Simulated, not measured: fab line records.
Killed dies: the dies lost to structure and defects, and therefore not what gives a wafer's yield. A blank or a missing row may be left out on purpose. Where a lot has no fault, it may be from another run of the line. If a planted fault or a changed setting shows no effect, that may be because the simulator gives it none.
Split-lot study ; flow gf180mcu ; on a route of 602 steps: 5 lots, 27 wafers read

## ABOUT THE SPLIT
At GF_NSD_DEVELOP_06 (develop time 60 s), the setting developTimeS was moved away from the recipe's 60 s on 9 of the 27 wafers read, by -16.1% to +34.5%. For the rest of the wafers, this setting stayed at what the recipe calls for.

Between the split and the reading, the file records no step.

## THE READING
cdNm (nm) at GF_NSD_CD_MEAS_07, where the cd target is 400 nm. Fault-free wafers of this fab line usually give 398.4 nm, standard deviation 2.3 nm.

wafer;tool, chamber at the split;developTimeS as run, s;against the recipe;cdNm, nm;against lot-mates on the recipe
L077.1;lithoTrack-04, 0;60;recipe;397.1;-
L077.2;lithoTrack-04, 0;60;recipe;397.1;-
L077.3;lithoTrack-04, 0;71.77;+19.6%;414.7;+17.3
L077.4;lithoTrack-04, 0;60;recipe;397.9;-
L077.5;lithoTrack-04, 0;71.77;+19.6%;413.5;+16.1
L077.6;lithoTrack-04, 0;71.77;+19.6%;414.0;+16.6
L079.3;lithoTrack-02, 0;60;recipe;402.5;-
L079.4;lithoTrack-02, 0;60;recipe;399.9;-
L079.6;lithoTrack-02, 0;60;recipe;399.6;-
L083.1;lithoTrack-02, 0;60;recipe;394.7;-
L083.2;lithoTrack-02, 0;60;recipe;395.3;-
L083.3;lithoTrack-02, 0;60;recipe;394.2;-
L083.4;lithoTrack-02, 0;60;recipe;395.2;-
L083.5;lithoTrack-02, 0;60;recipe;393.0;-
L083.6;lithoTrack-02, 0;60;recipe;396.1;-
L084.1;lithoTrack-02, 0;50.32;-16.1%;382.0;-19.4
L084.2;lithoTrack-02, 0;50.32;-16.1%;382.6;-18.8
L084.3;lithoTrack-02, 0;50.32;-16.1%;383.9;-17.5
L084.4;lithoTrack-02, 0;60;recipe;401.3;-
L084.5;lithoTrack-02, 0;60;recipe;400.3;-
L084.6;lithoTrack-02, 0;60;recipe;402.7;-
L085.1;lithoTrack-02, 0;80.69;+34.5%;427.4;+28.1
L085.2;lithoTrack-02, 0;60;recipe;399.5;-
L085.3;lithoTrack-02, 0;60;recipe;399.7;-
L085.4;lithoTrack-02, 0;60;recipe;398.8;-
L085.5;lithoTrack-02, 0;80.69;+34.5%;425.2;+25.9
L085.6;lithoTrack-02, 0;80.69;+34.5%;426.1;+26.8

FIT RESULTS
A straight line over all 27 wafers: cdNm changes by +0.842 nm for each +1% of developTimeS; r = +0.98; the points scatter about the line by 2.5 nm.
The same after taking each lot's own level away (the mean of its wafers on the recipe; 27 wafers): +0.866 nm for each +1%; r = +0.99; scatter 1.9 nm.
The reading moves by 30 nm for the largest change in developTimeS, on that fit.
The span of the lots' own levels, 394.75 to 401.43 nm, comes to 2.9 times the standard deviation stated above.
Hence the lot-to-lot level has little effect on the slope; both slopes agree.
Check: with one of the wafers moved furthest among these (+34.5%) left out of the fit, the line predicts +29.2 nm for it against its lot-mates. It came out at +28.1 nm against them.

## FURTHER SPLITS ON THESE WAFERS
These wafers also went through other splits before the reading. Each is held against what the fit with the lots' levels taken away leaves over:
other split on the same wafers;wafers away from the commonest value;r with cdNm (lot level and that fit taken away)
GF_STI_CVD_03 timeS;12;+0.23
GF_STI_WET_ETCH_17 timeS;18;+0.04
GF_DUAL_GATE_OXIDATION_15 oxTimeS;21;+0.41

## THE FILE'S OWN FIT
cdNm changes by +0.848 nm for each +1% of developTimeS, r = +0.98.
